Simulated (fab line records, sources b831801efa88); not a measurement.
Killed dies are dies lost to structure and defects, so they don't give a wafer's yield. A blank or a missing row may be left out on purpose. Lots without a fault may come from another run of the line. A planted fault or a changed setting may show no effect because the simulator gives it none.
Which tool did it? | flow gf180mcu | 11 lots, 33 wafers sampled, at 2 steps of a route of 602

WHAT THE GAUGES READ, wafer by wafer
GF_STI_THK_MEAS_04.
lot  | measured    | on            | STI_CVD_03_THK (nm)
L766 | day 2 08:13 | film_metro-03 | 205.6 205.7 204.9
L767 | day 2 12:45 | film_metro-03 | 207.0 207.0 205.8
L768 | day 2 17:07 | film_metro-04 | 205.1 206.0 203.8
L769 | day 2 21:02 | film_metro-04 | 204.6 203.9 203.6
L772 | day 3 16:06 | film_metro-02 | 230.4 230.6 231.7
L774 | day 3 21:17 | film_metro-03 | 206.6 205.5 205.9
L775 | day 4 03:01 | film_metro-03 | 206.8 204.6 207.0
L779 | day 4 21:34 | film_metro-03 | 207.1 208.2 209.2
L780 | day 5 03:49 | film_metro-02 | 203.5 204.7 205.1
L781 | day 5 07:34 | film_metro-02 | 209.8 209.2 209.0
L784 | day 6 01:06 | film_metro-04 | 206.2 207.2 205.5

WHICH TOOL RAN EACH LOT (tool, then ch and the chambers of the sampled wafers, then the start)
lot  | GF_STI_CVD_03
L766 | lpcvd-01 ch 1, day 2 05:14
L767 | lpcvd-02 ch 1, day 2 10:46
L768 | lpcvd-02 ch 1, day 2 15:08
L769 | lpcvd-01 ch 1, day 2 19:03
L772 | lpcvd-02 ch 1, day 3 13:06
L774 | lpcvd-01 ch 0, day 3 19:19
L775 | lpcvd-01 ch 0, day 4 01:02
L779 | lpcvd-01 ch 1, day 4 19:34
L780 | lpcvd-01 ch 1, day 5 01:49
L781 | lpcvd-01 ch 0, day 5 05:34
L784 | lpcvd-01 ch 1, day 5 22:07
- GF_STI_CVD_03: deposits Si3N4 from DCS/NH3, target thk 207.16 nm, time 3551 s.

THE ANSWER, worked out from the rows above alone
Rule: what is usual is taken from the lots themselves. Put in order of their means at a reading, lots are off if they are a third of the lots or fewer, leave a main group of 4 or more, and stand apart from it by a gap of 3 or more times the standard deviation of the main group's means; of several such gaps the widest counts. A main group whose means are all the same, to the digits that the tables above print for the reading, isn't used. A lot without any number at a reading at which 4 lots or more have one is off too. The other lots that the step has rows for count as sound.
Off: L772, at GF_STI_THK_MEAS_04 (STI_CVD_03_THK). The main group: mean 206.1 nm, standard deviation 1.5.
A tool fits if, at a process step before that reading, it ran every lot that is off, and no sound lot after the first of them. The gauges at GF_STI_THK_MEAS_04 are tried like those tools. One fits: lpcvd-02 at GF_STI_CVD_03. Its last sound lot is L768 (day 2 15:08), its first lot that is off L772 (day 3 13:06): a fault that began between those two fits.

WHAT THE SIMULATOR HAD PUT IN
Process parameter drift: lpcvd-02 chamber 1, from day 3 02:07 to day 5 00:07, at GF_STI_CVD_03. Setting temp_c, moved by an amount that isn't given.
Lots struck among those shown: L772. The rule above found the same.
